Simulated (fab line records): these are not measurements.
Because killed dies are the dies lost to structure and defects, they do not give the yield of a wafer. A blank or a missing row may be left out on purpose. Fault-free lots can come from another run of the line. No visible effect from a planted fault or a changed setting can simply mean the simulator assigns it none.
Split-lot study :: flow sfq_line :: route with 325 steps; 5 lots, 23 wafers read

SPLIT DETAILS
At SFQ_TRILAYER_JJ_TRILAYER_DEP_SPUTTER_110 (material Al, target thk 8 nm, time 10 s), the setting chamber_pressure_pa was moved away from the recipe's 0.4 Pa on 20 of the 23 wafers read, by -14.7% to +9.6%. For the rest of the wafers, this setting stayed at what the recipe calls for.

The reading comes from the split's own step.

THE READING
Al_of_TRILAYER_JJ_TRILAYER_DEP_SPUTTER_110.thk_nm (the simulator's own value, which no gauge read), in nm, at SFQ_TRILAYER_JJ_TRILAYER_DEP_SPUTTER_110 (material Al, target thk 8 nm, time 10 s). The file gives no usual value for it. Average 7.986 nm, standard deviation 0.045 nm, over the 3 wafers here run with the recipe.

wafer: L074.1
tool, chamber at the split: pvd_sputter-03, -
chamber_pressure_pa as run, Pa: 0.3413
against the recipe: -14.7%
Al_of_TRILAYER_JJ_TRILAYER_DEP_SPUTTER_110.thk_nm, nm: 8.408
against lot-mates on the recipe: no lot-mate on the recipe

wafer: L074.2
tool, chamber at the split: pvd_sputter-03, -
chamber_pressure_pa as run, Pa: 0.3413
against the recipe: -14.7%
Al_of_TRILAYER_JJ_TRILAYER_DEP_SPUTTER_110.thk_nm, nm: 8.333
against lot-mates on the recipe: no lot-mate on the recipe

wafer: L074.3
tool, chamber at the split: pvd_sputter-03, -
chamber_pressure_pa as run, Pa: 0.3413
against the recipe: -14.7%
Al_of_TRILAYER_JJ_TRILAYER_DEP_SPUTTER_110.thk_nm, nm: 8.454
against lot-mates on the recipe: no lot-mate on the recipe

wafer: L074.4
tool, chamber at the split: pvd_sputter-03, -
chamber_pressure_pa as run, Pa: 0.3413
against the recipe: -14.7%
Al_of_TRILAYER_JJ_TRILAYER_DEP_SPUTTER_110.thk_nm, nm: 8.334
against lot-mates on the recipe: no lot-mate on the recipe

wafer: L074.5
tool, chamber at the split: pvd_sputter-03, -
chamber_pressure_pa as run, Pa: 0.3413
against the recipe: -14.7%
Al_of_TRILAYER_JJ_TRILAYER_DEP_SPUTTER_110.thk_nm, nm: 8.316
against lot-mates on the recipe: no lot-mate on the recipe

wafer: L075.1
tool, chamber at the split: pvd_sputter-06, -
chamber_pressure_pa as run, Pa: 0.4383
against the recipe: +9.6%
Al_of_TRILAYER_JJ_TRILAYER_DEP_SPUTTER_110.thk_nm, nm: 7.956
against lot-mates on the recipe: no lot-mate on the recipe

wafer: L075.2
tool, chamber at the split: pvd_sputter-06, -
chamber_pressure_pa as run, Pa: 0.4383
against the recipe: +9.6%
Al_of_TRILAYER_JJ_TRILAYER_DEP_SPUTTER_110.thk_nm, nm: 8.011
against lot-mates on the recipe: no lot-mate on the recipe

wafer: L075.3
tool, chamber at the split: pvd_sputter-06, -
chamber_pressure_pa as run, Pa: 0.4383
against the recipe: +9.6%
Al_of_TRILAYER_JJ_TRILAYER_DEP_SPUTTER_110.thk_nm, nm: 8.018
against lot-mates on the recipe: no lot-mate on the recipe

wafer: L075.4
tool, chamber at the split: pvd_sputter-06, -
chamber_pressure_pa as run, Pa: 0.4383
against the recipe: +9.6%
Al_of_TRILAYER_JJ_TRILAYER_DEP_SPUTTER_110.thk_nm, nm: 7.938
against lot-mates on the recipe: no lot-mate on the recipe

wafer: L075.6
tool, chamber at the split: pvd_sputter-06, -
chamber_pressure_pa as run, Pa: 0.4383
against the recipe: +9.6%
Al_of_TRILAYER_JJ_TRILAYER_DEP_SPUTTER_110.thk_nm, nm: 7.896
against lot-mates on the recipe: no lot-mate on the recipe

wafer: L076.3
tool, chamber at the split: pvd_sputter-03, -
chamber_pressure_pa as run, Pa: 0.4
against the recipe: recipe
Al_of_TRILAYER_JJ_TRILAYER_DEP_SPUTTER_110.thk_nm, nm: 7.978
against lot-mates on the recipe: -

wafer: L076.4
tool, chamber at the split: pvd_sputter-03, -
chamber_pressure_pa as run, Pa: 0.4
against the recipe: recipe
Al_of_TRILAYER_JJ_TRILAYER_DEP_SPUTTER_110.thk_nm, nm: 8.045
against lot-mates on the recipe: -

wafer: L076.6
tool, chamber at the split: pvd_sputter-03, -
chamber_pressure_pa as run, Pa: 0.4
against the recipe: recipe
Al_of_TRILAYER_JJ_TRILAYER_DEP_SPUTTER_110.thk_nm, nm: 7.936
against lot-mates on the recipe: -

wafer: L081.1
tool, chamber at the split: pvd_sputter-03, -
chamber_pressure_pa as run, Pa: 0.3583
against the recipe: -10.4%
Al_of_TRILAYER_JJ_TRILAYER_DEP_SPUTTER_110.thk_nm, nm: 8.27
against lot-mates on the recipe: no lot-mate on the recipe

wafer: L081.2
tool, chamber at the split: pvd_sputter-03, -
chamber_pressure_pa as run, Pa: 0.3583
against the recipe: -10.4%
Al_of_TRILAYER_JJ_TRILAYER_DEP_SPUTTER_110.thk_nm, nm: 8.198
against lot-mates on the recipe: no lot-mate on the recipe

wafer: L081.3
tool, chamber at the split: pvd_sputter-03, -
chamber_pressure_pa as run, Pa: 0.3583
against the recipe: -10.4%
Al_of_TRILAYER_JJ_TRILAYER_DEP_SPUTTER_110.thk_nm, nm: 8.34
against lot-mates on the recipe: no lot-mate on the recipe

wafer: L081.4
tool, chamber at the split: pvd_sputter-03, -
chamber_pressure_pa as run, Pa: 0.3583
against the recipe: -10.4%
Al_of_TRILAYER_JJ_TRILAYER_DEP_SPUTTER_110.thk_nm, nm: 8.272
against lot-mates on the recipe: no lot-mate on the recipe

wafer: L081.6
tool, chamber at the split: pvd_sputter-03, -
chamber_pressure_pa as run, Pa: 0.3583
against the recipe: -10.4%
Al_of_TRILAYER_JJ_TRILAYER_DEP_SPUTTER_110.thk_nm, nm: 8.225
against lot-mates on the recipe: no lot-mate on the recipe

wafer: L084.1
tool, chamber at the split: pvd_sputter-03, -
chamber_pressure_pa as run, Pa: 0.4182
against the recipe: +4.5%
Al_of_TRILAYER_JJ_TRILAYER_DEP_SPUTTER_110.thk_nm, nm: 8.094
against lot-mates on the recipe: no lot-mate on the recipe

wafer: L084.2
tool, chamber at the split: pvd_sputter-03, -
chamber_pressure_pa as run, Pa: 0.4182
against the recipe: +4.5%
Al_of_TRILAYER_JJ_TRILAYER_DEP_SPUTTER_110.thk_nm, nm: 8.116
against lot-mates on the recipe: no lot-mate on the recipe

wafer: L084.3
tool, chamber at the split: pvd_sputter-03, -
chamber_pressure_pa as run, Pa: 0.4182
against the recipe: +4.5%
Al_of_TRILAYER_JJ_TRILAYER_DEP_SPUTTER_110.thk_nm, nm: 8.046
against lot-mates on the recipe: no lot-mate on the recipe

wafer: L084.4
tool, chamber at the split: pvd_sputter-03, -
chamber_pressure_pa as run, Pa: 0.4182
against the recipe: +4.5%
Al_of_TRILAYER_JJ_TRILAYER_DEP_SPUTTER_110.thk_nm, nm: 8.161
against lot-mates on the recipe: no lot-mate on the recipe

wafer: L084.5
tool, chamber at the split: pvd_sputter-03, -
chamber_pressure_pa as run, Pa: 0.4182
against the recipe: +4.5%
Al_of_TRILAYER_JJ_TRILAYER_DEP_SPUTTER_110.thk_nm, nm: 8.073
against lot-mates on the recipe: no lot-mate on the recipe

FIT RESULTS
A straight line over all 23 wafers: Al_of_TRILAYER_JJ_TRILAYER_DEP_SPUTTER_110.thk_nm changes by -0.0156 nm for each +1% of chamber_pressure_pa; r = -0.90; the points scatter about the line by 0.075 nm.
Too few moved wafers with a lot-mate on the recipe to fit a line net of each lot's own level.

FILE'S OWN FIT
Al_of_TRILAYER_JJ_TRILAYER_DEP_SPUTTER_110.thk_nm changes by -0.0156 nm for each +1% of chamber_pressure_pa, r = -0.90.
